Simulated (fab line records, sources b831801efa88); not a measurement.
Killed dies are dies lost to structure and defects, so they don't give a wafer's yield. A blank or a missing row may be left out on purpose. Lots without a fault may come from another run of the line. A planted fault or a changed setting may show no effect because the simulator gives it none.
One fault seen from 2 desks | flow gf180mcu | each desk has only its own numbers; what lay behind them comes last

THE METROLOGY DESK
What the gauges read, lot by lot, whatever tool the lot ran on: means of the sampled wafers that have a number. A lot is out of limits, marked OUT, if its mean lies more than 4 standard deviations from the usual mean; the brackets give that distance.
Columns: A = V5_BOW at GF_V5_BOW_MEAS_05, usual 132 um
lot  | first seen here | A
L722 | day 26 03:17    | 141
L724 | day 26 23:14    | 130
L725 | day 27 06:42    | 137
L726 | day 27 14:23    | 136
L727 | day 27 23:00    | 123
L729 | day 28 13:36    | 118
L731 | day 29 07:00    | 128
L734 | day 30 04:40    | 134
L741 | day 31 22:34    | 123
L742 | day 32 06:33    | 135
L743 | day 32 07:44    | 137
L744 | day 32 19:13    | 133
L745 | day 32 23:36    | 138
This desk's finding: nothing out of limits on any of the 13 lots.

THE TOOL OWNER'S DESK: pvd_sputter-04
The tool's own readings at GF_MIM_SPUTTER_08 (material AlCu, target thk 200 nm, time 10.6 s): means of the sampled wafers that have a number, for each lot that ran on this tool. A lot is out of limits, marked OUT, if its mean lies more than 4 standard deviations from the usual mean; the brackets give that distance.
Columns: A = chamber_pressure_pa at GF_MIM_SPUTTER_08, usual 0.4000 Pa; B = throttle_valve_pct at GF_MIM_SPUTTER_08, usual 30.5 %
lot  | first seen here | A      | B
L726 | day 25 18:50    | 0.4004 | 29.4
L729 | day 26 20:08    | 0.3993 | 31.2
L734 | day 28 12:49    | 0.4003 | 30.5
L745 | day 31 11:39    | 0.4002 | 31.3
This desk's finding: nothing out of limits on any of the 4 lots.

PUT TOGETHER
The metrology desk saw nothing out of limits.
The tool owner's desk saw nothing out of limits.

WHAT THE SIMULATOR HAD PUT IN
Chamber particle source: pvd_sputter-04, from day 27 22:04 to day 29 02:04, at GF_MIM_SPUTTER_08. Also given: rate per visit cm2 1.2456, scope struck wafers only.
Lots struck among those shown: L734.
